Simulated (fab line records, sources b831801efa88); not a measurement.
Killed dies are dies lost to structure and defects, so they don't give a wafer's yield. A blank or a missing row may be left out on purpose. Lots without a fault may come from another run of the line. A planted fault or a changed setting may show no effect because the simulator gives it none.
Split-lot experiment | flow sfq_line | 5 lots, 23 wafers read, on a route of 325 steps

THE SPLIT
At SFQ_TRILAYER_M4_LITHO_COAT_098 (resist thk 62 nm), the setting spin_rpm was moved away from the recipe's 3000 rpm on 6 of the 23 wafers read, by -3.1% to +3.0%. The other wafers ran this setting at the recipe's value.

The reading is taken at the split's own step.

THE READING
BARC_of_TRILAYER_M4_LITHO_COAT_098.thk_nm (the simulator's own value, which no gauge read), in nm, at SFQ_TRILAYER_M4_LITHO_COAT_098 (resist thk 62 nm). The file gives no usual value for it. The 17 wafers here that ran the recipe average 62.10 nm, standard deviation 0.14 nm.

wafer  | tool, chamber at the split | spin_rpm as run, rpm | against the recipe | BARC_of_TRILAYER_M4_LITHO_COAT_098.thk_nm, nm | against lot-mates on the recipe
L078.1 | litho_track-01, 0          | 3000                 | recipe             | 62.14                                         | -
L078.3 | litho_track-01, 0          | 2907                 | -3.1%              | 62.89                                         | +0.83
L078.4 | litho_track-01, 0          | 2907                 | -3.1%              | 62.94                                         | +0.88
L078.5 | litho_track-01, 0          | 3000                 | recipe             | 61.98                                         | -
L078.6 | litho_track-01, 0          | 2907                 | -3.1%              | 63.04                                         | +0.98
L079.3 | litho_track-01, 0          | 3000                 | recipe             | 61.94                                         | -
L079.4 | litho_track-01, 0          | 3000                 | recipe             | 61.92                                         | -
L079.5 | litho_track-01, 0          | 3000                 | recipe             | 62.12                                         | -
L081.1 | litho_track-02, 0          | 3091                 | +3.0%              | 60.98                                         | -0.90
L081.3 | litho_track-02, 0          | 3091                 | +3.0%              | 60.97                                         | -0.91
L081.4 | litho_track-02, 0          | 3000                 | recipe             | 61.89                                         | -
L081.5 | litho_track-02, 0          | 3091                 | +3.0%              | 61.1                                          | -0.78
L081.6 | litho_track-02, 0          | 3000                 | recipe             | 61.87                                         | -
L083.1 | litho_track-02, 0          | 3000                 | recipe             | 62.23                                         | -
L083.2 | litho_track-02, 0          | 3000                 | recipe             | 62.21                                         | -
L083.3 | litho_track-02, 0          | 3000                 | recipe             | 62.22                                         | -
L083.5 | litho_track-02, 0          | 3000                 | recipe             | 62.24                                         | -
L083.6 | litho_track-02, 0          | 3000                 | recipe             | 62.32                                         | -
L085.1 | litho_track-02, 0          | 3000                 | recipe             | 62.13                                         | -
L085.3 | litho_track-02, 0          | 3000                 | recipe             | 62.12                                         | -
L085.5 | litho_track-02, 0          | 3000                 | recipe             | 62.12                                         | -
L085.4 | litho_track-02, 0          | 3000                 | recipe             | 62.02                                         | -
L085.6 | litho_track-02, 0          | 3000                 | recipe             | 62.31                                         | -

THE FIT
A straight line over all 23 wafers: BARC_of_TRILAYER_M4_LITHO_COAT_098.thk_nm changes by -0.316 nm for each +1% of spin_rpm; r = -0.96; the points scatter about the line by 0.14 nm.
The same after taking each lot's own level away (the mean of its wafers on the recipe; 23 wafers): -0.287 nm for each +1%; r = -0.99; scatter 0.073 nm.
On that fit, the largest move of spin_rpm shifts the reading by 0.89 nm.
The lots' own levels span 61.880 to 62.244 nm, that is 2.6 times the standard deviation above.
So the lot-to-lot level changes the slope: the two fits differ.
Check: with one of the wafers moved furthest among these (-3.1%) left out of the fit, the line predicts +0.908 nm for it against its lot-mates. It came out at +0.83 nm against them.

OTHER SPLITS ON THESE WAFERS
These wafers also went through other splits before the reading. Each is held against what the fit with the lots' levels taken away leaves over:
other split on the same wafers                    | wafers away from the commonest value | r with BARC_of_TRILAYER_M4_LITHO_COAT_098.thk_nm (lot level and that fit taken away)
SFQ_TRILAYER_I1_VIA_LITHO_EXPOSE_050 dose_mj      | 8                                    | +0.18
SFQ_TRILAYER_I1_VIA_BARC_OPEN_VIA_ETCH_071 bias_w | 7                                    | -0.20
SFQ_TRILAYER_M2_LITHO_COAT_062 spin_rpm           | 5                                    | +0.25
SFQ_TRILAYER_M2_LITHO_COAT_057 spin_rpm           | 12                                   | +0.13
SFQ_TRILAYER_M3_LITHO_COAT_075 resist_thk_nm      | 7                                    | +0.13
SFQ_TRILAYER_I3_VIA_LITHO_COAT_090 spin_rpm       | 8                                    | -0.06

THE FILE'S OWN FIT
BARC_of_TRILAYER_M4_LITHO_COAT_098.thk_nm changes by -0.286 nm for each +1% of spin_rpm, r = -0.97.
